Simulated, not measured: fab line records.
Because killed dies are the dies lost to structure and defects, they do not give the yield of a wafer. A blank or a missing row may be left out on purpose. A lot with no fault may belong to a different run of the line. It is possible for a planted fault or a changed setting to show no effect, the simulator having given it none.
Which of the tools did it? ; flow sky130 ; Sampling: 14 lots, 42 wafers, 5 of 708 route steps

== WHAT EACH GAUGE READ, for each wafer ==
SKY_FIELD_ISO_BOW_MEAS_00.
lot;measured;on;INCOMING_BOW (um)
L314;day 1 10:02;film_metro-02;11 5 1
L315;day 1 15:00;film_metro-02;2 1 3
L316;day 1 20:00;film_metro-03;-1 -4 4
L317;day 2 01:02;film_metro-02;7 -5 0
L318;day 2 06:01;film_metro-01;-5 -6 -5
L319;day 2 11:03;film_metro-01;3 2 4
L321;day 2 21:02;film_metro-01;-7 13 -3
L322;day 3 02:04;film_metro-03;2 9 -10
L325;day 3 17:02;film_metro-03;4 4 3
L328;day 4 08:00;film_metro-02;-3 7 0
L330;day 4 18:00;film_metro-02;8 7 3
L333;day 5 09:00;film_metro-03;-1 1 0
L334;day 5 14:00;film_metro-02;1 2 -4
L335;day 5 19:00;film_metro-03;-1 6 6

SKY_FIELD_ISO_THK_MEAS_04.
lot;measured;on;FIELD_ISO_CVD_03_THK (nm)
L314;day 1 14:11;film_metro-01;163.0 163.9 164.8
L315;day 1 18:35;film_metro-03;165.6 164.5 166.5
L316;day 2 00:08;film_metro-02;165.5 165.1 165.8
L317;day 2 07:10;film_metro-02;165.2 163.8 165.0
L318;day 2 11:04;film_metro-03;164.9 166.3 164.8
L319;day 2 16:43;film_metro-03;166.1 164.4 164.2
L321;day 3 01:25;film_metro-02;166.3 165.7 166.7
L322;day 3 08:59;film_metro-01;166.2 166.0 166.8
L325;day 3 22:02;film_metro-03;164.7 164.6 165.1
L328;day 4 11:29;film_metro-03;166.0 164.8 164.1
L330;day 4 23:09;film_metro-01;165.3 166.0 166.5
L333;day 5 13:47;film_metro-03;165.3 166.9 165.4
L334;day 5 20:50;film_metro-02;167.3 166.9 168.1
L335;day 5 23:49;film_metro-01;163.1 164.2 164.6

SKY_FIELD_ISO_THK_MEAS_23.
lot;measured;on;FIELD_ISO_OXIDATION_01_THK (nm)
L314;day 2 07:40;film_metro-02;10.35 10.10 10.35
L315;day 2 13:20;film_metro-02;9.97 9.99 9.96
L316;day 3 00:43;film_metro-01;10.16 10.04 10.17
L317;day 3 00:46;film_metro-02;9.82 9.91 10.00
L318;day 3 07:23;film_metro-02;9.76 9.96 10.02
L319;day 3 11:46;film_metro-01;9.90 10.08 10.13
L321;day 3 18:52;film_metro-01;10.09 10.05 9.93
L322;day 4 02:52;film_metro-01;10.16 9.84 10.15
L325;day 4 16:46;film_metro-03;10.39 10.40 10.25
L328;day 5 07:29;film_metro-03;10.15 10.14 10.18
L330;day 5 18:41;film_metro-03;9.89 10.18 9.97
L333;day 6 10:38;film_metro-01;9.96 9.97 10.00
L334;day 6 18:50;film_metro-03;10.30 10.29 10.13
L335;day 6 21:02;film_metro-03;9.67 9.73 9.75

SKY_LDD_HVP_OVL_MEAS_07.
lot;measured;on;LDD_HVP_OVL (nm)
L314;day 21 17:17;overlay-01;-0.6 -1.7 -0.3
L315;day 22 11:59;overlay-02;0.5 -0.1 -0.1
L316;day 23 04:51;overlay-02;2.7 1.3 1.7
L317;day 23 04:48;overlay-01;-0.6 -3.4 -1.9
L318;day 23 13:48;overlay-02;0.0 0.7 1.0
L319;day 23 20:30;overlay-01;-1.0 -2.6 -3.7
L321;day 24 05:15;overlay-01;1.9 3.4 0.9
L322;day 24 18:09;overlay-02;-0.2 -2.3 -1.7
L325;day 27 03:52;overlay-02;2.6 3.6 3.2
L328;day 27 05:23;overlay-02;- - -
L330;day 27 11:36;overlay-02;- - -
L333;day 28 10:11;overlay-01;0.0 2.0 0.0
L334;day 29 02:11;overlay-01;1.8 0.5 0.2
L335;day 29 00:32;overlay-01;-1.3 -1.1 -1.1

== WHICH TOOL RAN EACH LOT (tool, then ch and the chambers of the sampled wafers, then the start) ==
lot;SKY_LDD_HVP_COAT_02
L314;litho_track-03 ch 0, day 21 01:15
L315;litho_track-03 ch 0, day 21 20:39
L316;litho_track-03 ch 0, day 22 12:18
L317;litho_track-04 ch 0, day 22 12:08
L318;litho_track-02 ch 0, day 22 22:37
L319;litho_track-04 ch 0, day 23 05:51
L321;litho_track-02 ch 0, day 23 14:47
L322;litho_track-04 ch 0, day 24 03:06
L325;litho_track-03 ch 0, day 26 12:42
L328;litho_track-02, day 26 14:26
L330;litho_track-02, day 26 20:53
L333;litho_track-04 ch 0, day 27 19:44
L334;litho_track-02 ch 0, day 28 12:23
L335;litho_track-03 ch 0, day 28 10:42
- SKY_LDD_HVP_COAT_02: resist thk 300 nm.

== AS READ BY THE TOOLS THEMSELVES (means over the sampled wafers that have a number; for cases with no such wafer, the mark the record gives instead) ==
SKY_LDD_HVP_COAT_02.
lot;tool;chill_plate_temp_C (C);dispense_pressure_kPa (kPa);resist_line_temp_C (C)
L314;litho_track-03;22.98;51.4;23.14
L315;litho_track-03;23.08;51.4;23.02
L316;litho_track-03;22.96;51.4;22.92
L317;litho_track-04;23.07;47.5;23.07
L318;litho_track-02;23.04;50.1;23.04
L319;litho_track-04;22.94;47.4;23.00
L321;litho_track-02;22.91;50.1;22.85
L322;litho_track-04;23.08;47.3;23.03
L325;litho_track-03;23.08;51.4;22.82
L328;litho_track-02;-;-;-
L330;litho_track-02;-;-;-
L333;litho_track-04;23.04;47.3;22.99
L334;litho_track-02;22.96;50.1;23.04
L335;litho_track-03;23.00;51.4;23.01

== THE ANSWER, worked out from the rows above alone ==
Rule: the usual values come from the lots themselves. Put in order of their means at a reading, lots are off if they are a third of the lots or fewer, leave a main group of 4 or more, and stand apart from it by a gap of 3 or more times the standard deviation of the main group's means; of several such gaps the widest counts. A main group whose means are all the same, to the digits that the tables above print for the reading, isn't used. Also off: a lot with no number at a reading for which 4 or more lots have one. Any other lot the step has rows for is counted as sound. Order of review: gauges by route order, followed by the tools' own readings, for which a lot's mean as printed above is used. At the first step where some lot is off, the reading lying furthest off is the one used; lots without a number count as furthest.
Off: at SKY_LDD_HVP_OVL_MEAS_07 (LDD_HVP_OVL), L328, L330. Without a number there: L328, L330. Main group: mean 0.1 nm, sd 1.7.
A tool fits if, at a process step before that reading, it ran every lot that is off, and no sound lot after the first of them. Not tried: the gauges at SKY_LDD_HVP_OVL_MEAS_07; whatever is off there is also off at SKY_LDD_HVP_COAT_02, on other tools, and gauge error can't account for it. Not one of the candidates tried fits.

== WHAT THE SIMULATOR HAD PUT IN ==
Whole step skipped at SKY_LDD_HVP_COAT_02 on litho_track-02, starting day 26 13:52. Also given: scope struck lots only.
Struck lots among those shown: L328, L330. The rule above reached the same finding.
